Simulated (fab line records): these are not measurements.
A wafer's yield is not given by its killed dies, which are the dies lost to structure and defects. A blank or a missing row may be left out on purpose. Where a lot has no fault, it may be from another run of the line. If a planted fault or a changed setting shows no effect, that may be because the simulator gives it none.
fab line records | flow sfqLine
record: lots: 6 | wafers: 18 | lastDay: 85
route steps=325 shown M0@32 I0@43 M1@58 I1@73 M8@325
lots untouched by any fault: they come from a run of this same line in which no faults occurred
startH: hours from the record's first day to the start of the lot's first wafer shown | waitH: how many hours have passed since the lot's step before this one | " identical to the entry in the row above | L1.1+2: a row that stands for several wafers | - value missing, or start not given | * or withheld: withheld | < > ~ a bound
route shown NAME@n: NAME is a module with steps in the file, n the number in the route of the first one | usual: mean/standard deviation of fault-free wafers | same: alike in all rows | chamber/n: place in a boat | sites: the reading at each site | _std_site: the standard deviation of these | _edge_site: inner sites' mean taken away from outer sites' mean | radiusMm: how far each site lies from the wafer's centre | mask NAME#n: copy n | behind: the most recent tool/chamber to have shaped the wafer | hold: what put the lot on hold/how long, in hours/how the hold closed | device: names the non-switching transistor (n, p or np) | end of line: at the end of the route, the tests of the same wafers | a step given without rows: its recipe and nothing more | killed: dies lost to structure and defects at the first sort, not the wafer's yield | map: a wafer's dies, x killed, . not, _ none there
set.NAME: the setting that was run; set.NAME@STEP: the one run at that earlier step | model.NAME: the simulator's own value behind a step, which no gauge read
lots at some steps of the route; a table a step, a row a wafer
services: when a tool's chamber went out of use (startH, in hours from the record's first day, below 0 if earlier), for how many hours, and the reason
== steps ==
step: SFQ_TRILAYER_M0_LITHO_COAT_026
recipe: resist: BARC | spinRpm: 3000 | resistThkNm: 62
step: SFQ_TRILAYER_M0_LITHO_COAT_021
recipe: resist: KrF | spinRpm: 3000 | resistThkNm: 600
step: SFQ_TRILAYER_M0_LITHO_SOFTBAKE_025
recipe: tempC: withheld | timeS: withheld | resist: KrF
step: SFQ_TRILAYER_M0_LITHO_EXPOSE_022
recipe: maskId: M0 | na: 0.6 | sourceShape: conventional | sigmaOuter: 0.65 | targetCdNm: 500 | doseMj: 14.4
step: SFQ_TRILAYER_M0_LITHO_PEB_024
recipe: pebTempC: 115 | pebTimeS: 60 | resist: KrF
step: SFQ_TRILAYER_M0_LITHO_DEVELOP_023
recipe: timeS: 60 | resist: KrF
step: SFQ_M0_OVL_MEAS_906
usual: M0_OVL: -1/5.2
lot.wafer | tool       | chamber | startH | waitH | M0_OVL[nm]
L583.1    | overlay-01 | -       | 250.42 | 0.1   | -11
L583.2    | "          | -       | "      | "     | -1
L583.4    | "          | -       | "      | "     | -7
L590.1    | overlay-01 | -       | 326.27 | 0.1   | 4
L590.3    | "          | -       | "      | "     | 7
L590.5    | "          | -       | "      | "     | 6
L600.3    | overlay-02 | -       | 409.40 | 0.1   | -5
L600.4    | "          | -       | "      | "     | -8
L600.5    | "          | -       | "      | "     | -11
L601.1    | overlay-01 | -       | 416.59 | 0.1   | 8
L601.4    | "          | -       | "      | "     | -1
L601.5    | "          | -       | "      | "     | 1
L602.4    | overlay-02 | -       | 422.97 | 0.1   | 4
L602.5    | "          | -       | "      | "     | 3
L602.6    | "          | -       | "      | "     | 7
L603.1    | overlay-01 | -       | 434.59 | 0.1   | 3
L603.2    | "          | -       | "      | "     | -1
L603.3    | "          | -       | "      | "     | 3
step: SFQ_TRILAYER_M0_BARC_OPEN_METAL_ETCH_031
recipe: maskMaterial: PR | chemistry: O2 | targetDepthNm: 125 | target: BARC | icpW: 600 | biasW: 80 | pressureMtorr: 10 | timeS: 41.7
usual: drypumpMotorCurrentA: 6.0/0.42 | oesProductAu: 0.685/0.005
lot.wafer | tool        | chamber | startH | waitH | drypumpMotorCurrentA | oesProductAu | rfHoursCounterH
L583.1    | rieMetal-01 | 1       | 250.46 | 0.0   | 6.2                  | 0.691        | 63
L583.2    | "           | 0       | "      | "     | 5.9                  | 0.693        | 171
L583.4    | "           | 1       | "      | "     | 6.1                  | 0.693        | -
L590.1    | rieMetal-01 | 1       | 326.31 | 0.0   | 6.2                  | 0.679        | 76
L590.3    | "           | 1       | "      | "     | 6.2                  | 0.695        | -
L590.5    | "           | 1       | "      | "     | 6.2                  | 0.692        | -
L600.3    | rieMetal-01 | 1       | 409.44 | 0.0   | 6.2                  | 0.680        | -
L600.4    | "           | 0       | "      | "     | 5.9                  | 0.695        | -
L600.5    | "           | 0       | "      | "     | 5.9                  | 0.685        | -
L601.1    | rieMetal-04 | 1       | 416.62 | 0.0   | 5.5                  | 0.685        | 127
L601.4    | "           | 0       | "      | "     | 5.8                  | 0.673        | -
L601.5    | "           | 1       | "      | "     | 5.5                  | 0.680        | -
L602.4    | rieMetal-04 | 1       | 423.01 | 0.0   | 5.5                  | 0.681        | -
L602.5    | "           | 1       | "      | "     | 5.5                  | 0.685        | -
L602.6    | "           | 0       | "      | "     | 5.8                  | 0.683        | -
L603.1    | rieMetal-01 | 0       | 434.62 | 0.0   | 5.9                  | 0.682        | 13
L603.2    | "           | 1       | "      | "     | 6.1                  | 0.683        | 95
L603.3    | "           | 0       | "      | "     | 5.9                  | 0.682        | -
step: SFQ_TRILAYER_M0_ETCH_METAL_ETCH_024
recipe: target: Nb | stopOn: SiO2 | maskMaterial: PR | chemistry: Cl2/Ar | targetDepthNm: 240 | icpW: 600 | biasW: 80 | pressureMtorr: 10 | timeS: 120
step: SFQ_TRILAYER_M0_STRIP_STRIP_025
recipe: gas: O2 | powerW: 200 | platenTempC: 40 | overashFraction: 0.65 | chemistry: O2 | pressureMtorr: 50
step: SFQ_TRILAYER_M0_STRIP_SOLV_CLEAN_026
recipe: chemistry: NMP | tempC: 70 | timeS: 600
step: SFQ_TRILAYER_I0_DEP_PECVD_027
recipe: material: SiO2 | tempC: 150 | timeS: 111.11 | pressureTorr: 2.4 | rfW: 183.3 | precursor: SiH4/N2O | targetThkNm: 500
step: SFQ_TRILAYER_I0_CMP_CMP_028
recipe: material: SiO2 | downForcePsi: 3 | platenRpm: 60 | padVelocityMS: 0.94248
usual: edgeZonePressureFrac: 1.000/0.0044 | headPressurePsi: 2.999/0.0063 | motorCurrentA: 10.0/0.79 | timeToEndpointS: 212/7.9
lot.wafer | tool   | chamber | startH | waitH | edgeZonePressureFrac | headPressurePsi | motorCurrentA | timeToEndpointS | model.SiO2_of_TRILAYER_I0_DEP_PECVD_027.thkNm
L583.4    | cmp-01 | 1       | 253.12 | 1.6   | 1.002                | 3.002           | 10.6          | 213             | 200.2
L583.2    | "      | 2       | "      | "     | 0.998                | 3.004           | 11.3          | 199             | 198.9
L583.1    | "      | 3       | "      | "     | 0.993                | 3.001           | 9.8           | 216             | 201.3
L590.1    | cmp-02 | 1       | 328.13 | 0.0   | 1.002                | 2.998           | 8.9           | 207             | 203
L590.3    | "      | 2       | "      | "     | 1.003                | 2.997           | 9.1           | 203             | 201.4
L590.5    | "      | 2       | 330.63 | 2.5   | 0.998                | 2.996           | 8.9           | 214             | 202.3
L600.4    | cmp-01 | 1       | 412.66 | 2.2   | -                    | -               | -             | -               | 495
L600.3    | "      | 2       | "      | "     | -                    | -               | -             | -               | 480.2
L600.5    | "      | 0       | 414.16 | 3.7   | -                    | -               | -             | -               | 501.8
L601.1    | cmp-01 | 1       | 418.16 | 0.5   | -                    | -               | -             | -               | 494.9
L601.4    | "      | 3       | 419.16 | 1.5   | -                    | -               | -             | -               | 502.1
L601.5    | "      | 0       | "      | "     | -                    | -               | -             | -               | 508.2
L602.4    | cmp-02 | 0       | 424.53 | 0.5   | 0.997                | 2.998           | 9.6           | 223             | 203.5
L602.5    | "      | 3       | 426.03 | 2.0   | 0.996                | 3.003           | 10.1          | 217             | 201.6
L602.6    | "      | 0       | "      | "     | 1.008                | 2.999           | 10.5          | 218             | 202.6
L603.3    | cmp-02 | 3       | 436.85 | 1.2   | 1.001                | 3.002           | 9.9           | 206             | 201.8
L603.2    | "      | 0       | "      | "     | 0.994                | 2.996           | 10.6          | 210             | 202.9
L603.1    | "      | 1       | "      | "     | 1.007                | 2.987           | 9.0           | 214             | 204.2
step: SFQ_I0_BOW_MEAS_907
recipe: mode: bow
usual: I0_BOW: 1/7
lot.wafer | tool         | chamber | startH | waitH | I0_BOW[um]
L583.1    | filmMetro-01 | -       | 256.12 | 1.5   | 1
L583.2    | "            | -       | "      | "     | -6
L583.4    | "            | -       | "      | "     | -10
L590.1    | filmMetro-01 | -       | 331.13 | 2.5   | 11
L590.3    | "            | -       | "      | "     | 9
L590.5    | "            | -       | "      | "     | -2
L600.3    | filmMetro-01 | -       | 414.70 | 1.0   | 5
L600.4    | "            | -       | "      | "     | -3
L600.5    | "            | -       | "      | "     | 8
L601.1    | filmMetro-01 | -       | 420.66 | 2.0   | -6
L601.4    | "            | -       | "      | "     | 1
L601.5    | "            | -       | "      | "     | 11
L602.4    | filmMetro-04 | -       | 427.09 | 2.1   | 5
L602.5    | "            | -       | "      | "     | 1
L602.6    | "            | -       | "      | "     | 7
L603.1    | filmMetro-01 | -       | 439.35 | 1.0   | -2
L603.2    | "            | -       | "      | "     | 5
L603.3    | "            | -       | "      | "     | -3
step: SFQ_TRILAYER_I0_METRO_MEASURE_029
usual: thkNm: 202.1/1.1
lot.wafer | tool         | chamber | startH | waitH | thkNm
L583.1    | filmMetro-01 | -       | 256.24 | 0.1   | 201.3
L583.2    | "            | -       | "      | "     | 199.0
L583.4    | "            | -       | "      | "     | 200.3
L590.1    | filmMetro-01 | -       | 331.25 | 0.1   | 203.1
L590.3    | "            | -       | "      | "     | 201.5
L590.5    | "            | -       | "      | "     | 202.4
L600.3    | filmMetro-01 | -       | 415.18 | 0.5   | 480.1
L600.4    | "            | -       | "      | "     | 494.9
L600.5    | "            | -       | "      | "     | 501.7
L601.1    | filmMetro-01 | -       | 420.78 | 0.1   | 495.0
L601.4    | "            | -       | "      | "     | 502.0
L601.5    | "            | -       | "      | "     | 508.0
L602.4    | filmMetro-04 | -       | 427.75 | 0.6   | 203.7
L602.5    | "            | -       | "      | "     | 201.7
L602.6    | "            | -       | "      | "     | 202.7
L603.1    | filmMetro-01 | -       | 439.47 | 0.1   | 204.2
L603.2    | "            | -       | "      | "     | 202.9
L603.3    | "            | -       | "      | "     | 201.9
step: SFQ_TRILAYER_I0_VIA_LITHO_COAT_036
recipe: resist: BARC | spinRpm: 3000 | resistThkNm: 62
step: SFQ_TRILAYER_I0_VIA_LITHO_COAT_031
recipe: resist: KrF | spinRpm: 3000 | resistThkNm: 650
step: SFQ_TRILAYER_I0_VIA_LITHO_SOFTBAKE_035
recipe: tempC: withheld | timeS: withheld | resist: KrF
step: SFQ_TRILAYER_I0_VIA_LITHO_EXPOSE_032
recipe: maskId: I0 | na: 0.6 | sourceShape: conventional | sigmaOuter: 0.65 | targetCdNm: 500 | doseMj: 21.3
step: SFQ_TRILAYER_I0_VIA_LITHO_PEB_034
recipe: pebTempC: 115 | pebTimeS: 60 | resist: KrF
step: SFQ_TRILAYER_I0_VIA_LITHO_DEVELOP_033
recipe: timeS: 60 | resist: KrF
step: SFQ_I0_OVL_MEAS_908
usual: I0_OVL: -4/5.1
lot.wafer | tool       | chamber | startH | waitH | I0_OVL[nm]
L583.1    | overlay-02 | -       | 380.46 | 0.1   | 2
L583.2    | "          | -       | "      | "     | -8
L583.4    | "          | -       | "      | "     | -10
L590.1    | overlay-02 | -       | 469.39 | 0.1   | 7
L590.3    | "          | -       | "      | "     | 1
L590.5    | "          | -       | "      | "     | 3
L600.3    | overlay-01 | -       | 518.91 | 0.1   | -14
L600.4    | "          | -       | "      | "     | -15
L600.5    | "          | -       | "      | "     | -13
L601.1    | overlay-01 | -       | 520.10 | 0.1   | -3
L601.4    | "          | -       | "      | "     | 6
L601.5    | "          | -       | "      | "     | -2
L602.4    | overlay-02 | -       | 521.32 | 0.1   | -2
L602.5    | "          | -       | "      | "     | 2
L602.6    | "          | -       | "      | "     | -6
L603.1    | overlay-01 | -       | 522.50 | 0.1   | -6
L603.2    | "          | -       | "      | "     | -5
L603.3    | "          | -       | "      | "     | -3
step: SFQ_TRILAYER_I0_VIA_BARC_OPEN_VIA_ETCH_046
recipe: maskMaterial: PR | chemistry: O2 | targetDepthNm: 125 | target: BARC | sourceW: 500 | biasW: 80 | pressureMtorr: 30 | timeS: 41.7
usual: drypumpMotorCurrentA: 5.7/0.44 | oesProductAu: 0.686/0.0043
lot.wafer | tool       | chamber | startH | waitH | drypumpMotorCurrentA | oesProductAu | rfHoursCounterH
L583.1    | rieDiel-02 | 3       | 380.50 | 0.0   | 5.9                  | 0.684        | 1
L583.2    | "          | 1       | "      | "     | 5.7                  | 0.682        | 38
L583.4    | "          | 2       | "      | "     | 5.6                  | 0.689        | 61
L590.1    | rieDiel-04 | 0       | 469.42 | 0.0   | 6.0                  | 0.687        | 7
L590.3    | "          | 3       | "      | "     | 6.3                  | 0.689        | 10
L590.5    | "          | 2       | "      | "     | 5.0                  | 0.690        | -
L600.3    | rieDiel-01 | 1       | 518.93 | 0.0   | 5.1                  | 0.680        | 96
L600.4    | "          | 0       | "      | "     | 5.8                  | 0.690        | 75
L600.5    | "          | 2       | "      | "     | 5.1                  | 0.679        | -
L601.1    | rieDiel-04 | 2       | 520.13 | 0.0   | 5.0                  | 0.689        | 5
L601.4    | "          | 3       | "      | "     | 6.3                  | 0.684        | 11
L601.5    | "          | 1       | "      | "     | 6.2                  | 0.675        | -
L602.4    | rieDiel-02 | 1       | 521.33 | 0.0   | 5.6                  | 0.690        | 41
L602.5    | "          | 2       | "      | "     | 5.6                  | 0.682        | -
L602.6    | "          | 3       | "      | "     | 5.9                  | 0.679        | -
L603.1    | rieDiel-01 | 2       | 522.53 | 0.0   | 5.1                  | 0.689        | 56
L603.2    | "          | 0       | "      | "     | 5.8                  | 0.687        | 76
L603.3    | "          | 3       | "      | "     | 5.1                  | 0.686        | 56
step: SFQ_TRILAYER_I0_VIA_ETCH_VIA_ETCH_034
recipe: target: SiO2 | stopOn: Nb | maskMaterial: PR | taperDeg: 20 | chemistry: CHF3 | targetDepthNm: 260 | sourceW: 500 | biasW: 80 | pressureMtorr: 30 | timeS: withheld
usual: drypumpMotorCurrentA: 5.7/0.44 | oesProductAu: 0.859/0.0052
lot.wafer | tool       | chamber | startH | waitH | drypumpMotorCurrentA | oesProductAu | model.etch.depthNm | model.I0.featureDepthNm
L583.1    | rieDiel-02 | 3       | 380.54 | 0.0   | 5.9                  | 0.862        | 201.3              | 201.3
L583.2    | "          | 1       | "      | "     | 5.7                  | 0.856        | 198.9              | 198.9
L583.4    | "          | 2       | "      | "     | 5.6                  | 0.854        | 200.2              | 200.2
L590.1    | rieDiel-04 | 0       | 469.46 | 0.0   | 6.0                  | 0.864        | 203                | 203
L590.3    | "          | 3       | "      | "     | 6.3                  | 0.852        | 201.4              | 201.4
L590.5    | "          | 2       | "      | "     | 5.1                  | 0.866        | 202.3              | 202.3
L600.3    | rieDiel-01 | 1       | 518.97 | 0.0   | 5.1                  | 1.638        | 260.8              | 260.8
L600.4    | "          | 0       | "      | "     | 5.8                  | 1.624        | 258.8              | 258.8
L600.5    | "          | 2       | "      | "     | 5.1                  | 1.633        | 261.6              | 261.6
L601.1    | rieDiel-04 | 2       | 520.17 | 0.0   | 5.0                  | 1.597        | 253.7              | 253.7
L601.4    | "          | 3       | "      | "     | 6.3                  | 1.595        | 255.5              | 255.5
L601.5    | "          | 1       | "      | "     | 6.2                  | 1.601        | 253.8              | 253.8
L602.4    | rieDiel-02 | 1       | 521.37 | 0.0   | 5.7                  | 0.854        | 203.5              | 203.5
L602.5    | "          | 2       | "      | "     | 5.6                  | 0.865        | 201.6              | 201.6
L602.6    | "          | 3       | "      | "     | 5.9                  | 0.859        | 202.6              | 202.6
L603.1    | rieDiel-01 | 2       | 522.57 | 0.0   | 5.1                  | 0.863        | 204.2              | 204.2
L603.2    | "          | 0       | "      | "     | 5.7                  | 0.860        | 202.9              | 202.9
L603.3    | "          | 3       | "      | "     | 5.1                  | 0.863        | 201.8              | 201.8
step: SFQ_TRILAYER_I0_VIA_STRIP_STRIP_035
recipe: gas: O2 | powerW: 200 | platenTempC: 40 | overashFraction: 0.65 | chemistry: O2 | pressureMtorr: 50
step: SFQ_TRILAYER_I0_VIA_STRIP_SOLV_CLEAN_036
recipe: chemistry: NMP | tempC: 70 | timeS: 600
step: SFQ_TRILAYER_M1_DEP_PRE_CLEAN_038
recipe: gas: Ar | timeS: 22.5 | biasV: 250
lot.wafer | tool          | chamber | startH | waitH | model.SiO2_of_TRILAYER_I0_DEP_PECVD_027.thkNm
L583.1    | pvdSputter-05 | -       | 381.42 | 0.0   | 193.8
L583.2    | "             | -       | "      | "     | 191.4
L583.4    | "             | -       | "      | "     | 192.7
L590.1    | pvdSputter-03 | -       | 470.35 | 0.0   | 195.5
L590.3    | "             | -       | "      | "     | 193.9
L590.5    | "             | -       | "      | "     | 194.8
L600.3    | pvdSputter-05 | -       | 519.86 | 0.0   | 472.7
L600.4    | "             | -       | "      | "     | 487.5
L600.5    | "             | -       | "      | "     | 494.3
L601.1    | pvdSputter-06 | -       | 521.24 | 0.0   | 487.4
L601.4    | "             | -       | "      | "     | 494.6
L601.5    | "             | -       | "      | "     | 500.7
L602.4    | pvdSputter-05 | -       | 522.26 | 0.0   | 196
L602.5    | "             | -       | "      | "     | 194.1
L602.6    | "             | -       | "      | "     | 195.1
L603.1    | pvdSputter-03 | -       | 523.64 | 0.0   | 196.7
L603.2    | "             | -       | "      | "     | 195.4
L603.3    | "             | -       | "      | "     | 194.3
step: SFQ_TRILAYER_M1_DEP_SPUTTER_037
recipe: material: Nb | basePressurePa: 1.33e-06 | chamberPressurePa: 0.1333 | substrateTempC: 20 | resputterCathodeVoltageV: 400 | targetThkNm: 200 | powerW: 2000 | timeS: 133.3
usual: throttleValvePct: 30.0/1.1
lot.wafer | tool          | chamber | startH | waitH | throttleValvePct
L583.1    | pvdSputter-05 | -       | 381.45 | 0.0   | 30.8
L583.2    | "             | -       | "      | "     | 28.4
L583.4    | "             | -       | "      | "     | 30.7
L590.1    | pvdSputter-03 | -       | 470.38 | 0.0   | 30.8
L590.3    | "             | -       | "      | "     | 29.6
L590.5    | "             | -       | "      | "     | 30.8
L600.3    | pvdSputter-05 | -       | 519.89 | 0.0   | 30.5
L600.4    | "             | -       | "      | "     | 30.7
L600.5    | "             | -       | "      | "     | 30.8
L601.1    | pvdSputter-06 | -       | 521.27 | 0.0   | 28.7
L601.4    | "             | -       | "      | "     | 31.0
L601.5    | "             | -       | "      | "     | 29.2
L602.4    | pvdSputter-05 | -       | 522.29 | 0.0   | 30.6
L602.5    | "             | -       | "      | "     | 30.7
L602.6    | "             | -       | "      | "     | 30.5
L603.1    | pvdSputter-03 | -       | 523.67 | 0.0   | 29.5
L603.2    | "             | -       | "      | "     | 29.7
L603.3    | "             | -       | "      | "     | 32.0
step: SFQ_M1_RS_MEAS_909
recipe: thkMeasGauge: four-point-probe | reads: Nb_of_TRILAYER_M1_DEP_SPUTTER_037
usual: M1_NB_RS: 0.890/0.0098
lot.wafer | tool         | chamber | startH | waitH | M1_NB_RS[ohm/sq]
L583.1    | filmMetro-03 | -       | 381.54 | 0.0   | 0.889
L583.2    | "            | -       | "      | "     | 0.887
L583.4    | "            | -       | "      | "     | 0.896
L590.1    | filmMetro-02 | -       | 470.47 | 0.0   | 0.886
L590.3    | "            | -       | "      | "     | 0.877
L590.5    | "            | -       | "      | "     | 0.878
L600.3    | filmMetro-04 | -       | 520.02 | 0.1   | 0.878
L600.4    | "            | -       | "      | "     | 0.886
L600.5    | "            | -       | "      | "     | 0.881
L601.1    | filmMetro-03 | -       | 521.36 | 0.0   | 0.908
L601.4    | "            | -       | "      | "     | 0.902
L601.5    | "            | -       | "      | "     | 0.910
L602.4    | filmMetro-04 | -       | 522.44 | 0.1   | 0.893
L602.5    | "            | -       | "      | "     | 0.893
L602.6    | "            | -       | "      | "     | 0.885
L603.1    | filmMetro-02 | -       | 523.76 | 0.0   | 0.893
L603.2    | "            | -       | "      | "     | 0.874
L603.3    | "            | -       | "      | "     | 0.892
step: SFQ_TRILAYER_M1_LITHO_COAT_044
recipe: resist: BARC | spinRpm: 3000 | resistThkNm: 62
step: SFQ_TRILAYER_M1_LITHO_COAT_039
recipe: resist: KrF | spinRpm: 3000 | resistThkNm: 600
step: SFQ_TRILAYER_M1_LITHO_SOFTBAKE_043
recipe: tempC: withheld | timeS: withheld | resist: KrF
step: SFQ_TRILAYER_M1_LITHO_EXPOSE_040
recipe: maskId: M1 | na: 0.6 | sourceShape: conventional | sigmaOuter: 0.65 | targetCdNm: 500 | doseMj: 14.4
step: SFQ_TRILAYER_M1_LITHO_PEB_042
recipe: pebTempC: 115 | pebTimeS: 60 | resist: KrF
step: SFQ_TRILAYER_M1_LITHO_DEVELOP_041
recipe: timeS: 60 | resist: KrF
step: SFQ_M1_OVL_MEAS_911
usual: M1_OVL: -2/5.2
lot.wafer | tool       | chamber | startH | waitH | M1_OVL[nm]
L583.1    | overlay-01 | -       | 531.88 | 0.1   | -3
L583.2    | "          | -       | "      | "     | -5
L583.4    | "          | -       | "      | "     | -7
L590.1    | overlay-01 | -       | 624.09 | 0.1   | -9
L590.3    | "          | -       | "      | "     | -13
L590.5    | "          | -       | "      | "     | -11
L600.3    | overlay-01 | -       | 672.22 | 0.1   | 2
L600.4    | "          | -       | "      | "     | 5
L600.5    | "          | -       | "      | "     | 5
L601.1    | overlay-01 | -       | 674.61 | 0.1   | -5
L601.4    | "          | -       | "      | "     | -8
L601.5    | "          | -       | "      | "     | -9
L602.4    | overlay-02 | -       | 677.03 | 0.1   | 2
L602.5    | "          | -       | "      | "     | 5
L602.6    | "          | -       | "      | "     | -7
L603.1    | overlay-02 | -       | 678.21 | 0.1   | 4
L603.2    | "          | -       | "      | "     | -2
L603.3    | "          | -       | "      | "     | -3
step: SFQ_TRILAYER_M1_BARC_OPEN_METAL_ETCH_054
recipe: maskMaterial: PR | chemistry: O2 | targetDepthNm: 125 | target: BARC | icpW: 600 | biasW: 80 | pressureMtorr: 10 | timeS: 41.7
step: SFQ_TRILAYER_M1_ETCH_METAL_ETCH_042
recipe: target: Nb | stopOn: SiO2 | maskMaterial: PR | chemistry: Cl2/Ar | targetDepthNm: 240 | icpW: 600 | biasW: 80 | pressureMtorr: 10 | timeS: 120
step: SFQ_TRILAYER_M1_STRIP_STRIP_043
recipe: gas: O2 | powerW: 200 | platenTempC: 40 | overashFraction: 0.7081 | chemistry: O2 | pressureMtorr: 50
usual: drypumpMotorCurrentA: 5.8/0.49 | oesProductAu: 0.998/0.0073
lot.wafer | tool        | chamber | startH | waitH | drypumpMotorCurrentA | oesProductAu | rfHoursCounterH
L583.1    | rieMetal-04 | 0       | 532.10 | 0.1   | 5.8                  | 0.999        | 7
L583.2    | "           | 1       | "      | "     | 5.5                  | 0.996        | 151
L583.4    | "           | 0       | "      | "     | 5.8                  | 0.993        | -
L590.1    | rieMetal-02 | 1       | 624.49 | 0.2   | 5.4                  | 1.009        | 39
L590.3    | "           | 1       | "      | "     | 5.4                  | 1.005        | -
L590.5    | "           | 1       | "      | "     | 5.4                  | 1.000        | -
L600.3    | rieMetal-04 | 0       | 672.63 | 0.2   | 5.8                  | 0.988        | -
L600.4    | "           | 1       | "      | "     | 5.5                  | 1.000        | -
L600.5    | "           | 0       | "      | "     | 5.8                  | 0.994        | -
L601.1    | rieMetal-04 | 0       | 674.83 | 0.1   | 5.8                  | 0.993        | 30
L601.4    | "           | 0       | "      | "     | 5.8                  | 0.992        | -
L601.5    | "           | 1       | "      | "     | 5.5                  | 0.998        | -
L602.4    | rieMetal-04 | 1       | 677.43 | 0.2   | 5.4                  | 1.000        | -
L602.5    | "           | 1       | "      | "     | 5.5                  | 0.993        | -
L602.6    | "           | 0       | "      | "     | 5.8                  | 0.980        | -
L603.1    | rieMetal-02 | 1       | 678.43 | 0.1   | 5.4                  | 1.004        | 47
L603.2    | "           | 0       | "      | "     | 6.7                  | 0.989        | 55
L603.3    | "           | 0       | "      | "     | 6.6                  | 0.999        | -
step: SFQ_TRILAYER_M1_STRIP_SOLV_CLEAN_044
recipe: chemistry: NMP | tempC: 70 | timeS: 600
step: SFQ_TRILAYER_I1_DEP_PECVD_045
recipe: material: SiO2 | tempC: 150 | timeS: 111.11 | pressureTorr: 2.4 | rfW: 183.3 | precursor: SiH4/N2O | targetThkNm: 500
usual: heaterPowerW: 85/16 | throttleValvePct: 24.1/1.7
lot.wafer | tool     | chamber | startH | waitH | heaterPowerW | throttleValvePct
L583.1    | pecvd-01 | 0       | 533.05 | 0.0   | 78           | 26.3
L583.2    | "        | 1       | "      | "     | 81           | 22.5
L583.4    | "        | 0       | "      | "     | 77           | 26.3
L590.1    | pecvd-03 | 1       | 625.87 | 0.0   | 71           | 22.4
L590.3    | "        | 0       | "      | "     | 81           | 22.0
L590.5    | "        | 1       | "      | "     | 73           | 22.0
L600.3    | pecvd-02 | 1       | 673.21 | 0.0   | 87           | 26.3
L600.4    | "        | 1       | "      | "     | 91           | 26.4
L600.5    | "        | 2       | "      | "     | 108          | 24.7
L601.1    | pecvd-03 | 0       | 675.61 | 0.0   | 72           | 22.4
L601.4    | "        | 2       | "      | "     | 112          | 22.3
L601.5    | "        | 1       | "      | "     | 68           | 22.5
L602.4    | pecvd-01 | 1       | 678.06 | 0.0   | 81           | 22.7
L602.5    | "        | 2       | "      | "     | 67           | 24.8
L602.6    | "        | 0       | "      | "     | 69           | 27.1
L603.1    | pecvd-02 | 2       | 679.21 | 0.0   | 106          | 25.0
L603.2    | "        | 0       | "      | "     | 96           | 24.4
L603.3    | "        | 1       | "      | "     | 99           | 26.7
step: SFQ_M8_BOW_MEAS_951
recipe: mode: bow
usual: M8_BOW: 10/9.7
lot.wafer | tool         | chamber | startH  | waitH | M8_BOW[um] | model.etest.i0.linkOhm
L583.1    | filmMetro-03 | -       | 1893.75 | 0.0   | -4         | 1.964
L583.2    | "            | -       | "       | "     | -10        | 1.946
L583.4    | "            | -       | "       | "     | -15        | 1.951
L590.1    | filmMetro-03 | -       | 1972.52 | 0.0   | 24         | 1.926
L590.3    | "            | -       | "       | "     | 22         | 1.919
L590.5    | "            | -       | "       | "     | 12         | 1.921
L600.3    | filmMetro-04 | -       | 2022.07 | 0.0   | 5          | 1e+06
L600.4    | "            | -       | "       | "     | -3         | 1e+06
L600.5    | "            | -       | "       | "     | 8          | 1e+06
L601.1    | filmMetro-01 | -       | 2023.21 | 0.0   | -13        | 1e+06
L601.4    | "            | -       | "       | "     | -7         | 1e+06
L601.5    | "            | -       | "       | "     | 2          | 1e+06
L602.4    | filmMetro-03 | -       | 2025.69 | 0.1   | 16         | 1.955
L602.5    | "            | -       | "       | "     | 10         | 1.962
L602.6    | "            | -       | "       | "     | 16         | 1.942
L603.1    | filmMetro-03 | -       | 2042.46 | 0.0   | 1          | 1.94
L603.2    | "            | -       | "       | "     | 8          | 1.907
L603.3    | "            | -       | "       | "     | -1         | 1.929
== services ==
tool          | chamber | startH | hours | kind
rieDiel-02    | 0       | 231.04 | 13.5  | repair
rieMetal-04   | -       | 233.25 | 14.6  | pm
rieDiel-04    | -       | 233.32 | 0.6   | repair
rieDiel-02    | 1       | 247.55 | 8.2   | repair
rieMetal-04   | -       | 251.83 | 2.8   | pm
pvdSputter-05 | -       | 261.13 | 1.2   | repair
pvdSputter-03 | -       | 278.49 | 3.0   | repair
filmMetro-01  | -       | 291.54 | 3.0   | pm
rieDiel-01    | 2       | 307.02 | 2.4   | repair
rieMetal-04   | 1       | 311.74 | 8.6   | repair
rieDiel-01    | 3       | 313.92 | 3.9   | repair
pvdSputter-05 | -       | 315.29 | 9.8   | repair
pvdSputter-05 | -       | 321.67 | 0.7   | repair
filmMetro-01  | -       | 397.53 | 0.8   | pm
filmMetro-01  | -       | 401.89 | 2.7   | pm
rieMetal-04   | -       | 404.26 | 1.4   | pm
pvdSputter-05 | -       | 415.16 | 3.7   | repair
pvdSputter-05 | -       | 462.43 | 3.4   | repair
pvdSputter-05 | -       | 491.15 | 9.3   | repair
filmMetro-01  | -       | 536.54 | 3.7   | pm
pvdSputter-05 | -       | 568.54 | 0.5   | repair
pvdSputter-05 | -       | 597.66 | 110.0 | repair
filmMetro-01  | -       | 638.21 | 134.4 | repair
filmMetro-01  | -       | 641.99 | 36.4  | repair
== key ==
firstSign: step: SFQ_TRILAYER_I0_CMP_CMP_028 | reading: toolRecord | direction: missing
effect: step: SFQ_TRILAYER_I0_METRO_MEASURE_029 | reading: thkNm | direction: up | sigmas: 99+ | usual: 202.1 | struck: 497.0
effect: step: SFQ_TRILAYER_I0_VIA_ETCH_VIA_ETCH_034 | reading: oesProductAu | direction: up | sigmas: 99+ | usual: 0.859 | struck: 1.615
modelEffect: step: SFQ_TRILAYER_I0_CMP_CMP_028 | value: SiO2_of_TRILAYER_I0_DEP_PECVD_027.thkNm | without: 201.2 | struck: 497
modelEffect: step: SFQ_TRILAYER_I0_VIA_ETCH_VIA_ETCH_034 | value: etch.depthNm | without: 201.2 | struck: 257.4
modelEffect: step: SFQ_TRILAYER_M1_DEP_PRE_CLEAN_038 | value: SiO2_of_TRILAYER_I0_DEP_PECVD_027.thkNm | without: 193.7 | struck: 489.5
modelEffect: step: SFQ_M8_BOW_MEAS_951 | value: etest.i0.linkOhm | without: 1.953 | struck: 1e+06
metAt SFQ_TRILAYER_I0_CMP_CMP_028
struckWafers L600.3,L600.4,L600.5,L601.1,L601.4,L601.5
onsetBetween 253.12 412.66
fault: kind: skippedStepWhole | tool: cmp-01 | chamber: - | onsetH: 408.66 | steps: SFQ_TRILAYER_I0_CMP_CMP_028 | scope: struckLotsOnly
